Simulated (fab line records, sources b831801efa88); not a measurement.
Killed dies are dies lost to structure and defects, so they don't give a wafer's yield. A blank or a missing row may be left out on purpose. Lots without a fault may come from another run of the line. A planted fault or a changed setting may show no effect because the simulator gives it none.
Chamber matching | flow gf180mcu | GF_CONTACT_CMP_27 on cmp-02: 4 sister chambers
The step polishes, stops on SiO2, t overpolish 15 s, target thk 0 nm. 8 wafers are shown with their chamber, then 6 later ones without.

WAFERS WITH THEIR CHAMBER
wafer  | chamber | motor_current_A (A) | time_to_endpoint_s (s)
L326.2 | 0       | 12.2                | 70
L332.2 | 3       | 9.4                 | 80
L332.6 | 1       | 10.6                | 71
L333.1 | 1       | 10.7                | 70
L333.2 | 2       | 10.3                | 67
L333.3 | 0       | 12.5                | 75
L334.1 | 3       | 9.7                 | 74
L334.4 | 2       | 10.7                | 69

WAFERS WITHOUT THEIR CHAMBER
wafer  | motor_current_A (A) | time_to_endpoint_s (s)
L334.6 | 12.4                | 77
L336.3 | 12.3                | 79
L336.5 | 11.6                | 81
L337.3 | 10.4                | 71
L337.4 | 11.8                | 80
L337.5 | 12.0                | 82

WHICH CHAMBER EACH WENT THROUGH
wafer  | from the rows above     | in truth
L334.6 | 0                       | 0
L336.3 | 0                       | 0
L336.5 | can't be placed: 0 or 1 | 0
L337.3 | can't be placed: 2 or 1 | 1
L337.4 | 0                       | 0
L337.5 | 0                       | 0
Placed correctly: 4 of 6. Can't be placed from these rows: 2 (the true chamber is among the candidates in 2). Placed wrongly: 0.
How it was worked out, from the rows above alone: a wafer's distance from a chamber is the root of the sum, over the readings, of the square of ((its reading less the chamber's mean) divided by the reading's scatter). The wafer belongs to the nearest chamber; if the next one is less than 2 further off, it can't be placed. A chamber's mean is the mean of its shown wafers. The scatter: the root of (the sum of the squares of (reading less its chamber's mean) over the shown wafers, divided by (wafers less chambers)).
